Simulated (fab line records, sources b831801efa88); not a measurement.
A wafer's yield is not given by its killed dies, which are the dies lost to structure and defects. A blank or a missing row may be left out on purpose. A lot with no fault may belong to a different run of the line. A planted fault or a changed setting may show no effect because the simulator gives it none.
A lot that was struck, set against a sound lot ; flow sky130 ; 16 out of 708 route steps
Sound: the wafers L867.2, L867.3, L867.5. Struck: wafer L881.3 (L881.2, L881.4, from the same lot, were not struck and are left out); the cause is given at the end.
Each step with rows lists, per side, the tool, then ch with its chambers, then its first start. Under that, the readings that differ: sound wafers ; struck wafers ; difference of the means ; sigmas: that difference in standard deviations of wafers without a fault.
alike: readings whose means differ by less than 2 such deviations, and words and numbers that are the same on both sides. not compared: withheld readings, readings that some wafer has no value for, bounds like >300 that may hide the same value, and numbers for which the record gives no deviation and whose values overlap.
The two part at a step that has a row with sigmas, a row that says differs or no value, or rows on one side only. Numbers that don't overlap but have no deviation are shown without sigmas and don't part them. A reading missing from all wafers of one side parts the sides only when that side holds two or more wafers.

first, 4 steps without rows for these wafers: SKY_LDD_N_IMPLANT_12; SKY_LDD_N_IMPLANT_13; SKY_LDD_N_IMPLANT_14; SKY_LDD_N_IMPLANT_15.
SKY_LDD_N_STRIP_16: strips in O2/N2.
  sound on plasma_asher-03 ch 0,1, day 17 11:18; struck on plasma_asher-04 ch 1, day 22 14:43
  alike: drypump_motor_current_A, oes_product_au, strip_time_to_endpoint_s
  not compared: rf_hours_counter_h
SKY_LDD_N_TW_MEAS_17:
  sound on film_metro-01, day 17 11:25; struck on film_metro-01, day 22 14:50
  alike: LDD_N_TW
then, 6 steps without rows for these wafers: SKY_LDD_P_DEHYDRATE_00 (time 60 s); SKY_LDD_P_HMDS_01 (prime time 60 s); SKY_LDD_P_COAT_02 (resist thk 1140 nm); SKY_LDD_P_SOFTBAKE_03 (time 60 s); SKY_LDD_P_EXPOSE_04 (exposes mask PSDM, target cd 380 nm); SKY_LDD_P_PEB_05.
SKY_LDD_P_DEVELOP_06: develop time 60 s.
  sound on litho_track-01 ch 0, day 18 17:01; struck on litho_track-02 ch 0, day 23 20:41
  alike: chill_plate_temp_C
SKY_LDD_P_CD_MEAS_07: target cd 380 nm.
  sound on cd_sem-02, day 18 17:10; struck on cd_sem-01, day 23 20:50
reading;sound;struck;difference;sigmas
cd_nm (nm);378.3 379.5 377.6;392.2;+13.7;+6
SKY_LDD_P_OVL_MEAS_08:
  sound on overlay-01, day 18 17:16; struck on overlay-02, day 23 20:56
  alike: LDD_P_OVL
after that, 1 step had no rows for these wafers: SKY_PAD_OPEN_PROBE_99.

WHERE THEY PART
Within this record, at SKY_LDD_P_CD_MEAS_07 only. Later steps at which nothing parts them and some readings are alike: SKY_LDD_P_OVL_MEAS_08.

WHY: the cause the simulator had injected
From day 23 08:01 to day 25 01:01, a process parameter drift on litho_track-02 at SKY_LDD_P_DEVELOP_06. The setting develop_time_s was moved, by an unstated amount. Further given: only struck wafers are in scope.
